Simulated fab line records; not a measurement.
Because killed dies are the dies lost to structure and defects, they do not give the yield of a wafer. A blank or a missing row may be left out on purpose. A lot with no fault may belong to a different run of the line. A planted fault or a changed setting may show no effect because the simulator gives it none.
fab line records | flow sky130
[record] lots = 6 wafers = 18 last_day = 49
route steps=708 shown FIELD_ISO@1 PAD_OPEN@708
lots that met no fault: from a run of the same line without faults
start_h: hours from the record's first day to the start of the lot's first wafer shown | wait_h: time in hours since the lot's previous step | " identical to the entry in the row above | L1.1+2: one row covering several wafers at once | - value missing, or start not given | * or withheld: withheld | < > ~ a bound
route shown NAME@n: names a module that has steps shown in the file, with the first one's number in the route | usual: mean/standard deviation of fault-free wafers | same: alike in all rows | chamber/n: place in a boat | sites: per-site readings | _std_site: standard deviation across them | _edge_site: the outer-site mean with the inner-site mean subtracted | radius_mm: how far each site lies from the wafer's centre | mask NAME#n: copy n | behind: the tool/chamber that last shaped the wafer | hold: what put the lot on hold/how long, in hours/how the hold closed | device: the transistor (n, p or np) that didn't switch | end of line: the same wafers' tests at the end of the route | step lacking rows: just its recipe | killed: not the wafer's yield, but the dies lost to structure and defects at the first sort | map: the dies of a wafer, with x for killed, . for not killed, _ for no die there
set.NAME: the setting the step ran with; set.NAME@STEP: the setting that earlier step ran with | model.NAME: the simulator's own value behind a step, which no gauge read
lots seen at some steps along the route; tables by step, rows by wafer
services: the hour from which a tool's chamber was out of use, counted from the record's first day as start_h (under 0 if before that day), plus the number of hours and why
[[steps]]
[step SKY_FIELD_ISO_BOW_MEAS_00]
[recipe] mode = bow
[usual] INCOMING_BOW = 0/6.4
// columns lot.wafer tool chamber start_h wait_h INCOMING_BOW[um]
L165.1 film_metro-04 - 25.00 - -3
L165.3 " - " " 5
L165.6 " - " " 7
L169.1 film_metro-04 - 45.00 - -1
L169.3 " - " " 0
L169.6 " - " " -1
L175.3 film_metro-02 - 75.04 - 8
L175.4 " - " " 4
L175.6 " - " " 2
L176.2 film_metro-03 - 80.02 - -4
L176.3 " - " " -1
L176.5 " - " " -7
L177.4 film_metro-02 - 85.06 - -2
L177.5 " - " " 9
L177.6 " - " " 9
L178.2 film_metro-02 - 90.02 - -4
L178.3 " - " " 6
L178.5 " - " " 8
[step SKY_FIELD_ISO_OXIDATION_01]
[recipe] temp_c = 900 ambient = O2 stabilise_s = 600 purge_s = 300 target_thk_a = 120 ox_time_s = 1843
[usual] zone_power_centre_pct = 19.00/0.19 zone_power_top_pct = 32.4/0.35
[same] ox_time_s = 1843
// columns lot.wafer tool chamber start_h wait_h zone_power_centre_pct zone_power_top_pct
L165.1 furnace-01 0 27.57 2.5 19.27 32.0
L165.3 " 0 " " 19.18 33.2
L165.6 " 0 " " 19.32 32.6
L169.1 furnace-02 0 48.97 4.0 19.00 32.3
L169.3 " 0 " " 18.91 32.8
L169.6 " 0 " " 18.93 32.8
L175.3 furnace-02 0 77.05 2.0 19.13 32.6
L175.4 " 0 " " 18.84 32.5
L175.6 " 0 " " 19.22 32.6
L176.2 furnace-01 0 82.84 2.8 18.97 32.5
L176.3 " 0 " " 18.77 32.2
L176.5 " 0 " " 19.20 32.3
L177.4 furnace-02 0 85.66 0.6 19.03 33.0
L177.5 " 0 " " 18.90 32.3
L177.6 " 0 " " 18.71 32.1
L178.2 furnace-02 0 91.61 1.6 19.23 32.7
L178.3 " 0 " " 18.90 32.3
L178.5 " 0 " " 18.55 32.3
[step SKY_FIELD_ISO_THK_MEAS_02]
[recipe] reads = SiO2_of_FIELD_ISO_OXIDATION_01
[usual] FIELD_ISO_OXIDATION_00_THK = 12.01/0.24
// columns lot.wafer tool chamber start_h wait_h FIELD_ISO_OXIDATION_00_THK[nm]
L165.1 film_metro-04 - 29.08 0.0 11.61
L165.3 " - " " 11.36
L165.6 " - " " 11.56
L169.1 film_metro-03 - 50.49 0.0 11.97
L169.3 " - " " 11.69
L169.6 " - " " 11.87
L175.3 film_metro-04 - 78.58 0.0 11.84
L175.4 " - " " 11.73
L175.6 " - " " 11.87
L176.2 film_metro-02 - 84.36 0.0 11.93
L176.3 " - " " 11.76
L176.5 " - " " 11.75
L177.4 film_metro-02 - 87.20 0.0 12.36
L177.5 " - " " 12.06
L177.6 " - " " 12.20
L178.2 film_metro-02 - 93.13 0.0 12.01
L178.3 " - " " 12.13
L178.5 " - " " 12.15
[step SKY_FIELD_ISO_CVD_03]
[recipe] material = Si3N4 precursor = DCS/NH3 target_thk_nm = 165 temp_c = 770 time_s = 2830 pressure_mtorr = 250
[step SKY_FIELD_ISO_THK_MEAS_04]
[recipe] reads = Si3N4_of_FIELD_ISO_CVD_03
[usual] FIELD_ISO_CVD_03_THK = 164.7/1.7
// columns lot.wafer tool chamber start_h wait_h FIELD_ISO_CVD_03_THK[nm]
L165.1 film_metro-03 - 30.93 0.0 165.6
L165.3 " - " " 165.1
L165.6 " - " " 164.3
L169.1 film_metro-02 - 53.19 0.0 165.6
L169.3 " - " " 162.7
L169.6 " - " " 163.4
L175.3 film_metro-04 - 80.43 0.0 162.5
L175.4 " - " " 164.6
L175.6 " - " " 161.7
L176.2 film_metro-04 - 87.27 0.0 162.5
L176.3 " - " " 163.0
L176.5 " - " " 164.4
L177.4 film_metro-03 - 90.13 0.0 163.5
L177.5 " - " " 162.7
L177.6 " - " " 164.2
L178.2 film_metro-03 - 94.98 0.0 161.3
L178.3 " - " " 162.3
L178.5 " - " " 159.9
[step SKY_FIELD_ISO_DEHYDRATE_05]
[recipe] temp_c = 200 time_s = 60
[step SKY_FIELD_ISO_HMDS_06]
[recipe] prime_time_s = 60 prime_temp_c = 120
[step SKY_FIELD_ISO_COAT_07]
[recipe] resist = BARC temp_c = withheld time_s = withheld spin_rpm = 3000 resist_thk_nm = 60
[step SKY_FIELD_ISO_COAT_08]
[recipe] resist = KrF-thick spin_rpm = 3000 resist_thk_nm = 450
[step SKY_FIELD_ISO_SOFTBAKE_09]
[recipe] temp_c = 100 time_s = 90 resist = KrF-thick
[step SKY_FIELD_ISO_EXPOSE_10]
[recipe] mask_id = FOM na = 0.68 source_shape = annular sigma_inner = 0.4 sigma_outer = 0.8 target_cd_nm = 150 dose_mj = 28
[step SKY_FIELD_ISO_PEB_11]
[recipe] peb_temp_c = withheld peb_time_s = withheld resist = KrF-thick
[step SKY_FIELD_ISO_DEVELOP_12]
[recipe] develop_time_s = 60 resist = KrF-thick dev_temp_c = 21
[step SKY_FIELD_ISO_CD_MEAS_13]
[recipe] target_cd_nm = 150
[usual] cd_nm = 150.5/1.5
// columns lot.wafer tool chamber start_h wait_h cd_nm
L165.1 cd_sem-01 - 46.08 - 148.8
L165.3 " - " " 150.8
L165.6 " - " " 151.1
L169.1 cd_sem-02 - 69.37 - 150.6
L169.3 " - " " 149.9
L169.6 " - " " 149.6
L175.3 cd_sem-01 - 97.06 - 149.6
L175.4 " - " " 147.2
L175.6 " - " " 147.3
L176.2 cd_sem-02 - 103.71 - 151.1
L176.3 " - " " 149.7
L176.5 " - " " 149.8
L177.4 cd_sem-02 - 107.99 - 148.7
L177.5 " - " " 148.2
L177.6 " - " " 148.7
L178.2 cd_sem-01 - 112.50 - 149.9
L178.3 " - " " 150.2
L178.5 " - " " 149.4
[step SKY_FIELD_ISO_ETCH_14]
[recipe] chemistry = N2/H2 target = BARC ion_energy_ev = 200 source_w = 500 bias_w = 100 pressure_mtorr = 30 n2_flow_sccm = 100 h2_flow_sccm = 200 stop_on = SiO2 time_s = 45.9 target_depth_a = 600
[usual] drypump_motor_current_A = 5.8/0.44 oes_product_au = 0.855/0.0044 throttle_valve_pct = 13.224/0.0092
// columns lot.wafer tool chamber start_h wait_h drypump_motor_current_A oes_product_au rf_hours_counter_h throttle_valve_pct
L165.1 rie_diel-01 1 46.20 0.1 6.6 0.858 79 13.206
L165.3 " 0 " " 6.0 0.864 55 13.218
L165.6 " 0 " " 6.0 0.856 - 13.229
L169.1 rie_diel-01 3 69.49 0.1 6.0 0.851 84 13.222
L169.3 " 1 " " 6.6 0.854 79 13.244
L169.6 " 1 " " 6.6 0.854 - 13.230
L175.3 rie_diel-01 2 97.14 0.1 5.6 0.853 2 13.222
L175.4 " 0 " " 6.1 0.859 56 13.210
L175.6 " 0 " " 6.0 0.867 - 13.219
L176.2 rie_diel-04 0 103.81 0.1 5.9 0.858 83 13.204
L176.3 " 3 " " 5.9 0.855 46 13.216
L176.5 " 0 " " 5.9 0.858 - 13.221
L177.4 rie_diel-01 1 108.05 0.0 6.6 0.851 80 13.230
L177.5 " 1 " " 6.6 0.848 - 13.230
L177.6 " 2 " " 5.6 0.861 - 13.232
L178.2 rie_diel-01 0 112.60 0.1 6.0 0.863 56 13.230
L178.3 " 3 " " 6.0 0.856 85 13.210
L178.5 " 2 " " 5.6 0.857 - 13.219
[step SKY_FIELD_ISO_ETCH_15]
[recipe] chemistry = CHF3/O2 target_depth_nm = 180 stop_on = Si source_w = 600 bias_w = 200 pressure_mtorr = 40 chf3_flow_sccm = 50 O2_flow_sccm = 5 time_s = 72
[usual] drypump_motor_current_A = 5.8/0.44 oes_product_au = 0.945/0.0076 throttle_valve_pct = 8.845/0.0089
// columns lot.wafer tool chamber start_h wait_h drypump_motor_current_A oes_product_au rf_hours_counter_h throttle_valve_pct
L165.1 rie_diel-01 1 46.24 0.0 6.6 0.951 79 8.850
L165.3 " 0 " " 6.0 0.945 55 8.837
L165.6 " 0 " " 6.0 0.948 - 8.844
L169.1 rie_diel-01 3 69.54 0.0 6.0 0.964 84 8.847
L169.3 " 1 " " 6.6 0.939 79 8.828
L169.6 " 1 " " 6.6 0.935 - 8.837
L175.3 rie_diel-01 2 97.19 0.0 5.6 0.944 2 8.845
L175.4 " 0 " " 6.0 0.938 56 8.851
L175.6 " 0 " " 6.0 0.939 - 8.827
L176.2 rie_diel-04 0 103.85 0.0 5.9 0.931 83 8.843
L176.3 " 3 " " 5.9 0.941 46 8.855
L176.5 " 0 " " 5.9 0.952 - 8.846
L177.4 rie_diel-01 1 108.09 0.0 6.6 0.938 80 8.827
L177.5 " 1 " " 6.6 0.934 - 8.838
L177.6 " 2 " " 5.6 0.946 - 8.870
L178.2 rie_diel-01 0 112.64 0.0 6.0 0.930 56 8.838
L178.3 " 3 " " 6.0 0.940 85 8.841
L178.5 " 2 " " 5.6 0.923 - 8.854
[step SKY_FIELD_ISO_STRIP_16]
[recipe] chemistry = O2/N2 power_w = 1400 pressure_mtorr = 1500 platen_temp_c = withheld o2_flow_sccm = 3000 n2_flow_sccm = 300 overash_fraction = 0.5
[usual] drypump_motor_current_A = 5.8/0.44 oes_product_au = 0.378/0.0046 strip_time_to_endpoint_s = 3.55/0.035
// columns lot.wafer tool chamber start_h wait_h drypump_motor_current_A oes_product_au rf_hours_counter_h strip_time_to_endpoint_s
L165.1 plasma_asher-01 0 46.29 0.0 5.3 0.378 31 3.58
L165.3 " 1 " " 6.3 0.380 - 3.56
L165.6 " 0 " " 5.3 0.376 - 3.56
L169.1 plasma_asher-02 1 69.59 0.0 5.3 0.377 41 3.59
L169.3 " 1 " " 5.3 0.378 - 3.55
L169.6 " 0 " " 5.9 0.379 - 3.57
L175.3 plasma_asher-02 0 97.28 0.1 5.9 0.368 - 3.53
L175.4 " 1 " " 5.4 0.374 - 3.58
L175.6 " 1 " " 5.4 0.375 - 3.58
L176.2 plasma_asher-03 1 103.91 0.0 5.5 0.379 33 3.58
L176.3 " 0 " " 6.5 0.377 - 3.60
L176.5 " 1 " " 5.5 0.380 - 3.55
L177.4 plasma_asher-02 0 108.18 0.1 5.9 0.386 - 3.54
L177.5 " 1 " " 5.4 0.372 - 3.52
L177.6 " 0 " " 5.9 0.379 - 3.53
L178.2 plasma_asher-01 1 112.70 0.0 6.3 0.381 33 3.58
L178.3 " 1 " " 6.3 0.383 - 3.54
L178.5 " 1 " " 6.3 0.378 - 3.50
[step SKY_FIELD_ISO_ETCH_17]
[recipe] target_depth_a = 3420 mask_material = Si3N4 chemistry = HBr/Cl2/O2 target = Si taper_deg = 5 icp_w = 600 bias_w = 150 pressure_mtorr = 15 HBr_flow_sccm = 150 Cl2_flow_sccm = 40 O2_flow_sccm = 6 time_s = 97.7
[usual] drypump_motor_current_A = 5.5/0.49 oes_product_au = 1.000/0.0081 throttle_valve_pct = 25.656/0.0096
// columns lot.wafer tool chamber start_h wait_h drypump_motor_current_A oes_product_au rf_hours_counter_h throttle_valve_pct
L165.1 rie_si-01 3 46.39 0.1 5.6 0.994 38 25.653
L165.3 " 1 " " 6.0 0.989 49 25.674
L165.6 " 1 " " 6.0 1.001 - 25.654
L169.1 rie_si-02 1 69.69 0.1 5.2 1.003 0 25.647
L169.3 " 3 " " 5.2 0.990 42 25.660
L169.6 " 3 " " 5.2 0.996 - 25.662
L175.3 rie_si-01 3 97.34 0.0 5.5 1.002 38 25.658
L175.4 " 3 " " 5.5 0.997 - 25.654
L175.6 " 0 " " 6.6 0.996 - 25.666
L176.2 rie_si-02 0 104.01 0.1 5.1 1.005 2 25.655
L176.3 " 3 " " 5.2 0.997 42 25.649
L176.5 " 1 " " 5.2 1.005 - 25.664
L177.4 rie_si-01 0 108.28 0.1 6.5 0.984 - 25.663
L177.5 " 1 " " 6.0 1.011 - 25.662
L177.6 " 3 " " 5.6 0.993 - 25.680
L178.2 rie_si-01 1 112.80 0.1 6.0 0.998 49 25.648
L178.3 " 0 " " 6.6 0.995 104 25.662
L178.5 " 3 " " 5.6 0.999 - 25.665
[step SKY_FIELD_ISO_WET_ETCH_18]
[recipe] chemistry = H3PO4 target_depth_nm = 25 temp_c = 160 target = Si3N4 time_s = 286
[step SKY_FIELD_ISO_CLEAN_19]
[recipe] chemistry = SC1/SC2 mix = 1:4:20 temp_c = 70 time_s = 150
[step SKY_FIELD_ISO_CLEAN_20]
[recipe] chemistry = dHF time_s = 20 dilution = 100:1
[step SKY_FIELD_ISO_WET_ETCH_21]
[recipe] chemistry = dHF dilution = 100:1 target_depth_nm = 20 dry = ipa_marangoni target = SiO2 temp_c = 25 time_s = 400
[step SKY_FIELD_ISO_OXIDATION_22]
[recipe] temp_c = 950 ambient = O2 stabilise_s = 600 purge_s = 300 target_thk_a = 100 ox_time_s = 623
[step SKY_FIELD_ISO_THK_MEAS_23]
[recipe] reads = SiO2_of_FIELD_ISO_OXIDATION_22
[usual] FIELD_ISO_OXIDATION_01_THK = 9.97/0.21
// columns lot.wafer tool chamber start_h wait_h FIELD_ISO_OXIDATION_01_THK[nm]
L165.1 film_metro-04 - 51.57 0.0 9.97
L165.3 " - " " 9.97
L165.6 " - " " 9.96
L169.1 film_metro-03 - 73.00 0.0 9.92
L169.3 " - " " 10.05
L169.6 " - " " 9.92
L175.3 film_metro-02 - 99.28 0.0 9.78
L175.4 " - " " 9.89
L175.6 " - " " 9.77
L176.2 film_metro-04 - 105.53 0.0 9.96
L176.3 " - " " 9.91
L176.5 " - " " 10.01
L177.4 film_metro-02 - 109.79 0.0 10.18
L177.5 " - " " 10.15
L177.6 " - " " 10.23
L178.2 film_metro-02 - 115.16 0.0 10.21
L178.3 " - " " 10.31
L178.5 " - " " 10.11
[step SKY_FIELD_ISO_CVD_24]
[recipe] material = SiO2 target_thk_nm = 595 temp_c = 650 sigma_open_frac = 0.3 time_s = 99.2 sih4_flow_sccm = 60 pressure_mtorr = 6
[step SKY_FIELD_ISO_THK_MEAS_25]
[recipe] reads = SiO2_of_FIELD_ISO_CVD_24
[usual] FIELD_ISO_CVD_24_THK = 594/6.1
// columns lot.wafer tool chamber start_h wait_h FIELD_ISO_CVD_24_THK[nm]
L165.1 film_metro-03 - 51.71 0.0 599
L165.3 " - " " 596
L165.6 " - " " 602
L169.1 film_metro-04 - 73.17 0.1 605
L169.3 " - " " 606
L169.6 " - " " 594
L175.3 film_metro-03 - 99.41 0.1 592
L175.4 " - " " 591
L175.6 " - " " 589
L176.2 film_metro-02 - 105.66 0.0 606
L176.3 " - " " 603
L176.5 " - " " 603
L177.4 film_metro-04 - 109.92 0.0 591
L177.5 " - " " 596
L177.6 " - " " 606
L178.2 film_metro-03 - 115.29 0.0 590
L178.3 " - " " 597
L178.5 " - " " 597
[step SKY_FIELD_ISO_ANNEAL_26]
[recipe] temp_c = 1000 time_s = 1800 ambient = N2
[step SKY_FIELD_ISO_CMP_27]
[recipe] stop_on = Si3N4 t_overpolish_s = 16 down_force_psi = 4 platen_rpm = 60 target_thk_nm = 457.8 pad_velocity_m_s = 0.94248
[usual] head_pressure_psi = 4.001/0.0081 motor_current_A = 11.7/1.1 overpolish_run_s = 16.000/0.01 slurry_filter_dp_kPa = 13.50/0.12 time_to_endpoint_s = 111/5.5
// columns lot.wafer tool chamber start_h wait_h head_pressure_psi motor_current_A overpolish_run_s slurry_filter_dp_kPa time_to_endpoint_s
L165.1 cmp-02 1 54.91 0.0 4.002 12.0 15.990 13.58 110
L165.3 " 2 " " 3.990 9.4 15.988 13.61 120
L165.6 " 2 " " 4.003 9.9 15.998 13.50 122
L169.1 cmp-02 2 74.77 0.0 3.996 9.5 16.003 13.50 124
L169.3 " 1 " " 4.006 12.7 15.984 13.43 113
L169.6 " 2 " " 4.007 9.9 15.997 13.51 122
L175.4 cmp-01 3 101.00 0.1 4.015 10.9 15.994 13.63 108
L175.3 " 1 " " 4.002 11.7 15.999 13.61 116
L175.6 " 3 " " 3.990 10.9 16.007 13.58 103
L176.2 cmp-01 3 108.13 0.0 3.996 10.3 15.994 13.58 109
L176.3 " 0 " " 4.010 12.9 15.994 13.42 117
L176.5 " 3 " " 4.005 10.2 15.996 13.54 107
L177.4 cmp-01 1 112.68 0.1 3.992 12.2 16.010 13.34 115
L177.5 " 3 " " 4.000 10.8 15.996 13.64 105
L177.6 " 0 " " 4.004 13.5 16.015 13.43 117
L178.2 cmp-02 2 117.06 0.1 3.999 9.5 15.998 13.30 118
L178.3 " 3 " " 3.975 12.0 16.006 13.50 107
L178.5 " 1 " " 4.005 12.3 16.011 13.72 104
[step SKY_FIELD_ISO_WET_ETCH_28]
[recipe] chemistry = dHF target_depth_nm = 23.7 target = SiO2 dilution = 10:1 temp_c = 25 time_s = 47
[step SKY_FIELD_ISO_WET_ETCH_29]
[recipe] chemistry = H3PO4 target_depth_nm = 160 target = Si3N4 temp_c = 160 time_s = 1825
[step SKY_FIELD_ISO_WET_ETCH_30]
[recipe] chemistry = dHF target_depth_nm = 25 target = SiO2 dilution = 10:1 temp_c = 25 time_s = 50
[step SKY_PAD_OPEN_PROBE_99]
[usual] killed_at_M0_to_M3 = 44/7.3 killed_at_M4_up = 3.5/1.8 killed_at_contacts = 24/5.8 killed_at_front_end = 16/4.3 killed_at_other = 0.5/0.68 killed_dies = 88/9.4 killed_on_rim = 17/3.7 killed_open = 48/6.8 killed_short = 40/6.1
[same] gross_dies = 492 killed_at_back_side = 0
// columns lot.wafer tool chamber start_h wait_h killed_at_M0_to_M3 killed_at_M4_up killed_at_contacts killed_at_front_end killed_at_other killed_dies killed_on_rim killed_open killed_short
L175.3 prober-02 - 1153.84 0.2 41 3 30 26 0 100 22 61 39
L176.2 prober-02 - 1162.49 0.1 42 5 22 13 0 82 23 41 39
L176.3 prober-02 - 1162.54 0.2 33 2 21 21 0 77 9 49 28
L176.5 prober-02 - 1162.64 0.2 43 6 19 17 1 86 18 38 48
L177.4 prober-01 - 1164.36 0.2 41 6 21 148 1 217 35 49 39
L177.5 prober-01 - 1164.41 0.2 40 2 20 141 0 203 38 46 31
L177.6 prober-01 - 1164.46 0.2 41 1 10 155 0 207 45 27 33
L178.2 prober-02 - 1170.30 0.1 39 5 27 145 1 217 42 46 34
L178.3 prober-02 - 1170.35 0.2 34 1 12 147 1 195 40 33 28
L178.5 prober-02 - 1170.45 0.2 31 5 30 151 1 218 52 31 49
// killed by level:class
L175.3 CONTACT:geometric_particle:open=12 LI_CONTACT:geometric_particle:open=11 VIA1:geometric_particle:open=8 METAL1:geometric_particle:short=7 POLY_GATE:geometric_particle:short=7 FIELD_ISO:geometric_particle:open=6 METAL2:geometric_particle:short=6 VIA2:geometric_particle:open=6
L176.2 VIA3:geometric_particle:open=11 VIA1:geometric_particle:open=10 METAL2:geometric_particle:short=9 POLY_GATE:geometric_particle:short=7 LI_CONTACT:geometric_particle:open=5 CONTACT:geometric_particle:open=5 LOCAL_INTERCONNECT:geometric_particle:short=4 CONTACT:geometric_particle:short=4
L176.3 VIA1:geometric_particle:open=10 LI_CONTACT:geometric_particle:open=9 POLY_GATE:geometric_particle:open=8 FIELD_ISO:geometric_particle:short=7 VIA3:geometric_particle:open=7 CONTACT:geometric_particle:open=5 CONTACT:geometric_particle:short=4 METAL1:geometric_particle:short=4
L176.5 VIA1:geometric_particle:open=9 VIA3:geometric_particle:open=7 LOCAL_INTERCONNECT:geometric_particle:short=7 FIELD_ISO:geometric_particle:short=6 METAL2:geometric_particle:short=6 CONTACT:geometric_particle:open=5 METAL1:geometric_particle:short=5 VIA2:geometric_particle:open=5
L177.4 FIELD_ISO:unspecified=129 VIA1:geometric_particle:open=12 CONTACT:geometric_particle:open=9 FIELD_ISO:geometric_particle:short=6 LI_CONTACT:geometric_particle:open=6 METAL1:geometric_particle:short=6 VIA1:geometric_particle:short=4 METAL2:geometric_particle:short=4
L177.5 FIELD_ISO:unspecified=126 VIA1:geometric_particle:open=8 LI_CONTACT:geometric_particle:open=7 FIELD_ISO:geometric_particle:open=6 VIA2:geometric_particle:open=6 METAL2:geometric_particle:short=5 METAL1:geometric_particle:short=5 VIA3:geometric_particle:open=5
L177.6 FIELD_ISO:unspecified=147 VIA1:geometric_particle:open=11 VIA1:geometric_particle:short=7 METAL1:geometric_particle:short=7 CONTACT:geometric_particle:open=5 VIA2:geometric_particle:short=4 FIELD_ISO:geometric_particle:open=3 VIA2:geometric_particle:open=3
L178.2 FIELD_ISO:unspecified=136 CONTACT:geometric_particle:open=11 VIA1:geometric_particle:open=10 CONTACT:geometric_particle:short=7 VIA3:geometric_particle:open=6 METAL2:geometric_particle:short=5 VIA2:geometric_particle:open=5 LI_CONTACT:geometric_particle:open=4
L178.3 FIELD_ISO:unspecified=133 VIA1:geometric_particle:open=7 CONTACT:geometric_particle:open=6 VIA3:geometric_particle:open=6 VIA2:geometric_particle:open=5 FIELD_ISO:geometric_particle:open=4 CONTACT:geometric_particle:short=4 METAL1:geometric_particle:short=4
L178.5 FIELD_ISO:unspecified=138 CONTACT:geometric_particle:short=10 CONTACT:geometric_particle:open=9 VIA1:geometric_particle:open=6 VIA2:geometric_particle:open=6 FIELD_ISO:geometric_particle:short=5 METAL1:geometric_particle:short=5 LI_CONTACT:geometric_particle:open=5
// map L177.4 (x killed, . not)
__________xx..x.x..._________
________...xx.x..xxx.x_______
______xx.xx..x..xxxxx..x_____
_____.x.xx..x..x..xx.xxxx____
____x.xxx....xx..x.xx...x.___
___...x......xx..x.x...xxx.__
__.xxxx.x.x....xxx.......xxx_
_x.x.xx.xxx....x.....x..x.xx.
_xx..x.xxx.x.x..x.xxxx....xx.
_x.xx.x.x...xxx..x..x.x...x..
_..x..........xx.xx...xxx...x
_.xxxx.x..x..x..xx.x....x.xx.
_.xx.x...x...x....x.xxx......
_...x.xx..xxx.x.xxx..xxxxxx.x
_...xxx...xxx..xxx.xx...x....
__.x.....xxxx.x.x.xx.xxx...._
___.x.x.xxx...x..xxx.x.....__
____x......xxx.x.xx..xxxx.___
_____..x......x.x.x..xxx.____
______...x.x..xx.xx...x._____
________...x.....xx..x_______
__________x......xxx_________
// map L178.5 (x killed, . not)
__________...xxxxxxx_________
________x.xxx.......x._______
______x.x.....xx.....x.x_____
_____.x....xxxxx..x.x....____
____.x..x.x.xxx.x......x..___
___xxxxx..xxxxx..x..xx..xxx__
__x..x..........x.xx.x...xx._
_xx.x....x.x..x.x...x...xxxxx
_..x..xxxxx..xx.x...x....x...
_......xx.x.....x..x...x.....
_..xxx......xxxx.x..x.x....x.
_xxx.x.x...xxx...x.xx...x.x.x
_.x....x.......x.xx.x....xx..
_.x.xxxxxx..x...xx.x...x...xx
_x.x.x....x.x..xxx.x...x....x
__xx....x.xx.xxx..xx.xxx..x._
___xx..xx..x.x.xxx..x.x.x..__
____.xxx.x..xxx.xxxxxxxxx.___
_____xx.....xx.xx.x...xxx____
______x....xxxxx..x.xx.x_____
________x..xx..x.....x_______
__________x.x.xx..x._________
[[services]]
// columns tool chamber start_h hours kind
rie_diel-04 3 9.08 2.4 repair
rie_si-02 1 12.51 - clean
rie_si-02 1 12.51 18.0 scheduled_down
rie_diel-04 - 21.66 1.2 repair
rie_si-02 2 30.88 10.5 repair
furnace-01 - 32.15 13.9 repair
cmp-02 - 39.35 0.5 repair
plasma_asher-01 - 49.01 55.0 repair
cmp-01 - 64.00 4.0 pm
rie_si-01 - 67.05 28.1 pm
cmp-01 - 68.00 - consumable_replace:conditioner
cmp-01 - 68.00 - consumable_replace:pad
rie_si-02 2 68.31 2.3 repair
rie_si-02 1 71.71 1.6 repair
furnace-02 - 78.56 4.1 pm
cmp-02 - 89.59 1.0 repair
rie_si-02 2 89.94 4.6 repair
rie_si-01 2 95.15 - clean
rie_si-01 2 95.15 22.6 scheduled_down
rie_si-01 2 95.15 22.6 vent_cycle
plasma_asher-02 - 108.75 9.0 pm
plasma_asher-02 0 108.75 9.0 vent_cycle
plasma_asher-02 1 108.75 9.0 vent_cycle
cmp-01 - 111.33 1.2 repair
[[key]]
[first_sign] step = SKY_PAD_OPEN_PROBE_99 reading = killed_at_front_end direction = up sigmas = 31 usual = 16 struck = 148
[effect] step = SKY_PAD_OPEN_PROBE_99 reading = killed_dies direction = up sigmas = 13 usual = 88 struck = 210
met_at SKY_FIELD_ISO_OXIDATION_01
struck_wafers L177.4,L177.5,L177.6,L178.2,L178.3,L178.5
tester_left_out L177,L178
onset_between 77.05 85.66
also_fits time
[fault] kind = chamber_particle_source tool = furnace-02 chamber = - onset_h = 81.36 steps = SKY_FIELD_ISO_OXIDATION_01 rate_per_visit_cm2 = 0.63489 end_h = 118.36
// tester_left_out: of these lots the tester's yield and bins aren't shown, on N5 and GAA mostly nor the transistor test; their killed dies are dies lost to structure and defects alone, not to doping, threshold or leakage, so they don't give the yield
